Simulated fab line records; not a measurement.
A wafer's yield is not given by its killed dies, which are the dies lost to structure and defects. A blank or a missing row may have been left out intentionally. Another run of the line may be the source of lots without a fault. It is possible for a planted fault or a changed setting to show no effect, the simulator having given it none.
Code-filled problem report in 8D (eight disciplines) form + flow sfq line + the parts of the form that need people (team, actions taken, sign-off) are left out

1. THE ISSUE
heater power total W at SFQ_TRILAYER_L0_LITHO_PEB_008 reads a mean of 65.99 W on 9 wafers of 3 lots; wafers without a fault read 79.14 W with a standard deviation of 0.07. So: -99 or more standard deviations from the usual mean.
The step: peb time 60 s.
The first sign was on wafer L102.3 at day 6 07:42, on litho track-04. The record holds 42 wafers of 14 lots with a number at this step. The rule behind "out" and "out of limits": a value lying over 4 standard deviations away from the usual mean. Any other wafer with a number is counted as sound.

2. WHAT IT IS; WHAT IT IS NOT
| question                    | is                                 | is not                                                                                 |
|-----------------------------|------------------------------------|----------------------------------------------------------------------------------------|
| which readings at this step | heater power total W, plate temp C | exhaust pa                                                                             |
| which lots                  | L102, L103, L106                   | L108, L110, L112, L113, L990, L991, L992, L993, L994, L995, L996                       |
| which wafers of those lots  | all that have a number             | -                                                                                      |
| read on which tools         | litho track-04                     | litho track-01, litho track-02                                                         |
| when                        | from day 6 07:42                   | up to then (21 sound wafers); but 12 sound wafers of L108, L110, L112, L113 came after |

3. WHAT RULES OUT EACH SUSPECT
Counting: a tool at a process step up to the reading stays a suspect if it ran every lot that is out and no sound lot after the first of them.
- litho track-04 at SFQ_TRILAYER_L0_LITHO_PEB_008 (peb time 60 s): kept. It ran every lot that is out, first L102 (day 6 07:42), and no sound lot after that; its last sound lot up to then is L996 (day 5 19:39). Its own heater power total W, plate temp C readings are out on those wafers.
Left after counting: litho track-04 at SFQ_TRILAYER_L0_LITHO_PEB_008.

4. THE CAUSE (what the simulator had put in)
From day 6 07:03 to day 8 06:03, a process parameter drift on litho track-04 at SFQ_TRILAYER_L0_LITHO_PEB_008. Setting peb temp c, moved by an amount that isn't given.
This tool alone remained once counting was done.

5. THE CHAIN OF EFFECTS, in route order
Each row: a reading whose mean over the struck wafers that have a number lies more than 3 standard deviations from the usual. Scope: only readings with a usual standard deviation given in the record; hours: median across lots of the time from each lot's start at the first step in this table that gives one to its start at this step; sigmas: change in usual standard deviations.
| hours | step                          | reading              | usual    | on struck wafers | change | sigmas      |
|-------|-------------------------------|----------------------|----------|------------------|--------|-------------|
| 0     | SFQ_TRILAYER_L0_LITHO_PEB_008 | heater power total W | 79.14 W  | 65.99            | -13.15 | -99 or more |
| 0     | SFQ_TRILAYER_L0_LITHO_PEB_008 | plate temp C         | 114.98 C | 100.57           | -14.41 | -99 or more |
The process steps in it:
- SFQ_TRILAYER_L0_LITHO_PEB_008: peb time 60 s.
Readings that are blank on the struck wafers while sound wafers have them: exposure dose mJ cm2 at SFQ_TRILAYER_L0_VIA_LITHO_EXPOSE_014; focus offset nm at SFQ_TRILAYER_L0_VIA_LITHO_EXPOSE_014.

6. HOW IT WOULD HAVE BEEN CAUGHT EARLIER
In this record the first reading out of limits was taken at day 6 07:42, 1 hour after the fault began at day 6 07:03.
